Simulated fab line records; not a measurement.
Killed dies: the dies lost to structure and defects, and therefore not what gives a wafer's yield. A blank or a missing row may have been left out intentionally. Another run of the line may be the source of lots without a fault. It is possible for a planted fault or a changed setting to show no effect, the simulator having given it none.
Which of the tools did it?    flow gf180mcu    Sampling: 10 lots, 30 wafers, 5 of 602 route steps

== WHAT THE GAUGES READ, wafer by wafer ==
GF_STI_BOW_MEAS_00. Usual: for INCOMING_BOW the level is 0 um and the standard deviation is 6.1.
lot   measured     on             INCOMING_BOW (um)  flag
L986  day 1 20:00  film-metro-03  -15 0 4            
L989  day 2 11:01  film-metro-03  0 5 7              
L990  day 2 16:00  film-metro-02  5 5 -2             
L991  day 2 21:00  film-metro-01  -5 -3 6            
L992  day 3 02:01  film-metro-02  8 7 2              
L993  day 3 07:00  film-metro-01  -9 -3 -3           
L994  day 3 12:00  film-metro-03  -2 -2 -3           
L103  day 5 09:04  film-metro-01  -3 -5 0            
L106  day 6 00:01  film-metro-01  11 2 4             
L107  day 6 05:00  film-metro-01  7 -3 11            

GF_VT_IMPLANT_TW_MEAS_43. Usual: for VT_IMPLANT_4_TW the level is 695 and the standard deviation is 12.
lot   measured      on             VT_IMPLANT_4_TW  flag
L986  day 8 01:44   film-metro-03  684 693 689      
L989  day 8 21:26   film-metro-01  710 709 716      
L990  day 9 05:13   film-metro-04  685 689 685      
L991  day 9 10:56   film-metro-04  687 689 688      
L992  day 9 16:14   film-metro-03  686 692 690      
L993  day 10 02:10  film-metro-03  695 693 694      
L994  day 10 07:37  film-metro-01  712 714 710      
L103  day 12 20:41  film-metro-03  30 30 30         OFF
L106  day 13 18:32  film-metro-03  692 695 692      
L107  day 14 00:10  film-metro-03  694 694 699      

== EACH LOT AND THE TOOL THAT RAN IT (in order: tool; ch and the chambers of the sampled wafers; start) ==
lot   GF_STI_ETCH_13                     GF_VT_IMPLANT_STRIP_31                GF_VT_IMPLANT_STRIP_42
L986  rie-diel-04 ch 0,2,3, day 2 12:27  plasma-asher-02 ch 0,1, day 7 10:22   plasma-asher-02 ch 0,1, day 8 01:38
L989  rie-diel-03 ch 0,1,3, day 3 03:36  plasma-asher-04 ch 0,1, day 8 04:28   plasma-asher-04 ch 0,1, day 8 21:19
L990  rie-diel-03 ch 1,2,3, day 3 08:43  plasma-asher-02 ch 0,1, day 8 12:02   plasma-asher-04 ch 0,1, day 9 05:07
L991  rie-diel-03 ch 1,2,3, day 3 13:45  plasma-asher-04 ch 0,1, day 8 17:40   plasma-asher-02 ch 0,1, day 9 10:50
L992  rie-diel-04 ch 0,1, day 3 18:43    plasma-asher-02 ch 0, day 8 23:13     plasma-asher-01 ch 0,1, day 9 16:07
L993  rie-diel-03 ch 0,2,3, day 4 00:51  plasma-asher-01 ch 0,1, day 9 09:16   plasma-asher-01 ch 0, day 10 02:04
L994  rie-diel-04 ch 0,1,3, day 4 04:48  plasma-asher-04 ch 0,1, day 9 13:49   plasma-asher-02 ch 0,1, day 10 07:31
L103  rie-diel-04 ch 0,1,3, day 6 02:51  plasma-asher-04 ch 0,1, day 12 01:00  plasma-asher-04 ch 0,1, day 12 20:36
L106  rie-diel-03 ch 0,3, day 6 19:16    plasma-asher-02 ch 0,1, day 12 22:02  plasma-asher-01 ch 0,1, day 13 18:26
L107  rie-diel-02 ch 0,1,2, day 7 00:15  plasma-asher-01 ch 0,1, day 13 04:08  plasma-asher-02 ch 0,1, day 14 00:04
- GF_STI_ETCH_13: etches the open film in CHF3/O2, stops on Si, target depth 282.31 nm, time 112.9 s.
- GF_VT_IMPLANT_STRIP_31: strips in O2/N2.
- GF_VT_IMPLANT_STRIP_42: strips in O2/N2.

== AS READ BY THE TOOLS THEMSELVES (means over the sampled wafers that have a number; for cases with no such wafer, the mark the record gives instead) ==
GF_STI_ETCH_13. Usual: chamber-pressure-mTorr 40.00 mTorr, standard deviation 0.036; chf3-flow-sccm 49.99 sccm, standard deviation 0.15; drypump-motor-current-A 5.9 A, standard deviation 0.35; oes-product-au 0.835 a.u., standard deviation 0.0062; throttle-valve-pct 8.811 %, standard deviation 0.0089.
lot   tool         chamber-pressure-mTorr (mTorr)  chf3-flow-sccm (sccm)  drypump-motor-current-A (A)  oes-product-au (a.u.)  throttle-valve-pct (%)  flag
L986  rie-diel-04  40.03                           50.00                  6.1                          0.838                  8.809                   
L989  rie-diel-03  39.99                           49.90                  6.1                          0.832                  8.806                   
L990  rie-diel-03  40.03                           50.01                  6.0                          0.832                  8.809                   
L991  rie-diel-03  40.03                           50.04                  6.0                          0.833                  8.815                   
L992  rie-diel-04  39.96                           49.99                  5.6                          0.835                  8.812                   
L993  rie-diel-03  40.01                           50.12                  5.8                          0.829                  8.808                   
L994  rie-diel-04  39.99                           49.93                  5.8                          0.830                  8.815                   
L103  rie-diel-04  40.04                           49.97                  5.8                          0.833                  8.803                   
L106  rie-diel-03  39.99                           49.98                  5.9                          0.839                  8.806                   
L107  rie-diel-02  40.01                           50.07                  5.7                          0.832                  8.810                   

GF_VT_IMPLANT_STRIP_31. Usual: chamber-pressure-mTorr 1499 mTorr, standard deviation 4.3; drypump-motor-current-A 5.6 A, standard deviation 0.57; heater-power-w 314 W, standard deviation 25; n2-flow-sccm 300.0 sccm, standard deviation 0.93; oes-product-au 0.716 a.u., standard deviation 0.0042; strip-time-to-endpoint-s 12.64 s, standard deviation 0.037.
lot   tool             chamber-pressure-mTorr (mTorr)  drypump-motor-current-A (A)  heater-power-w (W)  n2-flow-sccm (sccm)  oes-product-au (a.u.)  strip-time-to-endpoint-s (s)  flag
L986  plasma-asher-02  1499                            6.0                          334                 300.4                0.716                  12.62                         
L989  plasma-asher-04  1499                            5.7                          290                 300.3                0.720                  12.63                         
L990  plasma-asher-02  1500                            6.1                          327                 299.5                0.717                  12.72                         
L991  plasma-asher-04  1500                            5.2                          294                 300.7                0.721                  12.66                         
L992  plasma-asher-02  1498                            6.4                          339                 300.1                0.717                  12.66                         
L993  plasma-asher-01  1501                            5.7                          328                 300.3                0.721                  12.70                         
L994  plasma-asher-04  1500                            5.2                          286                 300.6                0.716                  12.63                         
L103  plasma-asher-04  1499                            5.7                          289                 299.6                0.935                  -                             OFF
L106  plasma-asher-02  1500                            5.7                          335                 299.4                0.717                  12.63                         
L107  plasma-asher-01  1499                            5.7                          326                 300.2                0.714                  12.67                         

GF_VT_IMPLANT_STRIP_42. Usual: chamber-pressure-mTorr 1499.8 mTorr, standard deviation 1.6; drypump-motor-current-A 5.7 A, standard deviation 0.51; heater-power-w 320 W, standard deviation 24; n2-flow-sccm 300.0 sccm, standard deviation 0.84; oes-product-au 0.715 a.u., standard deviation 0.005; strip-time-to-endpoint-s 12.64 s, standard deviation 0.035.
lot   tool             chamber-pressure-mTorr (mTorr)  drypump-motor-current-A (A)  heater-power-w (W)  n2-flow-sccm (sccm)  oes-product-au (a.u.)  strip-time-to-endpoint-s (s)  flag
L986  plasma-asher-02  1500.3                          6.1                          340                 299.8                0.718                  12.63                         
L989  plasma-asher-04  1499.5                          5.7                          286                 298.7                0.712                  12.63                         
L990  plasma-asher-04  1500.0                          5.2                          292                 300.6                0.713                  12.66                         
L991  plasma-asher-02  1499.0                          6.0                          331                 300.3                0.723                  12.67                         
L992  plasma-asher-01  1498.3                          5.7                          332                 299.4                0.714                  12.65                         
L993  plasma-asher-01  1500.6                          5.5                          356                 299.4                0.717                  12.63                         
L994  plasma-asher-02  1499.9                          5.7                          321                 300.3                0.714                  12.66                         
L103  plasma-asher-04  1497.3                          5.2                          289                 300.6                0.719                  19.00                         OFF
L106  plasma-asher-01  1500.1                          5.7                          333                 300.5                0.719                  12.56                         
L107  plasma-asher-02  1498.4                          6.0                          332                 300.2                0.718                  12.62                         

== THE ANSWER, worked out from the rows above alone ==
Rule: lot off if the mean of its wafers having a number is beyond 3 standard deviations from the usual mean. Also off: a lot with no number at a reading for which 4 or more lots have one. Where the step has rows for the other lots, those lots are counted as sound. Order of review: gauges by route order, followed by the tools' own readings, for which a lot's mean as printed above is used. The first step at which some lot is off is used, and at that step the reading that is off furthest; a lot without a number counts as furthest.
Off: at GF_VT_IMPLANT_TW_MEAS_43 (VT_IMPLANT_4_TW), L103.
A tool fits if, at a process step before that reading, it ran every lot that is off, and no sound lot after the first of them. Not tried: the gauges at GF_VT_IMPLANT_TW_MEAS_43; whatever is off there is also off at GF_VT_IMPLANT_STRIP_31, on other tools, and gauge error can't account for it. This does not decide it: 2 tools fit, namely rie-diel-04 at GF_STI_ETCH_13 and plasma-asher-04 at GF_VT_IMPLANT_STRIP_31 and GF_VT_IMPLANT_STRIP_42.

== WHAT WAS PUT IN BY THE SIMULATOR ==
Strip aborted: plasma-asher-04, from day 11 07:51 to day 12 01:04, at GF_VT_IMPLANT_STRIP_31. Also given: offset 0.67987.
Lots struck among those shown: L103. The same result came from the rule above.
